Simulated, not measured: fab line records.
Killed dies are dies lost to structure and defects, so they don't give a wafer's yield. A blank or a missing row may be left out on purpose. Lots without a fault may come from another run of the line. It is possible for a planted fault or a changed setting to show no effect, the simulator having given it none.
Matching of chambers    flow gf180mcu    cmp-02 running GF_V1_CMP_26: 4 sister chambers
The step polishes, stops on SiO2, t overpolish 15 s, target thk 0 nm. 14 wafers are shown with their chamber, then 6 later ones without.

## WAFERS PAIRED WITH THEIR CHAMBERS
wafer   chamber  motorCurrentA (A)  timeToEndpointS (s)
L292.3  2        11.9               84
L292.4  0        10.8               87
L292.5  0        10.4               87
L293.3  1        11.8               91
L293.5  1        11.6               92
L293.6  0        10.4               90
L298.2  3        9.8                80
L298.3  1        11.9               88
L311.1  1        11.7               95
L311.2  0        10.4               92
L311.4  3        9.8                83
L313.3  1        11.6               91
L313.4  3        9.5                85
L313.6  3        9.7                84

SIGNATURES (means of the wafers above)
reading          chamber 0  chamber 1  chamber 2  chamber 3  scatter within a chamber
motorCurrentA    10.500     11.720     11.900     9.700      0.157
timeToEndpointS  89.00      91.40      84.00      83.00      2.39
Rule: for each reading, subtract the chamber's mean from the wafer's reading, divide by that reading's scatter and square the result; add these up over the readings and take the root, which gives the wafer's distance from the chamber. If the next closest chamber is less than 2 further off than the closest, the wafer can't be placed; otherwise it belongs to the closest. The scatter: take each reading less its chamber's mean, square it, sum over the shown wafers, divide by the number of wafers less the number of chambers, and take the root.

## WAFERS WHOSE CHAMBER IS MISSING
wafer   motorCurrentA (A)  timeToEndpointS (s)
L314.1  11.7               93
L314.4  9.7                81
L314.5  11.1               86
L315.1  12.0               90
L315.2  9.4                79
L315.6  11.6               79

## EACH ONE'S CHAMBER
wafer   from the rows above           in truth
L314.1  1                             1
L314.4  3                             3
L314.5  can't be placed: 0 or 1 or 2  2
L315.1  can't be placed: 1 or 2       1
L315.2  3                             3
L315.6  2                             2
Correctly placed: 4 of 6. Unplaceable from these rows: 2, with the true chamber sitting among the candidates in 2. Number placed wrongly: 0.
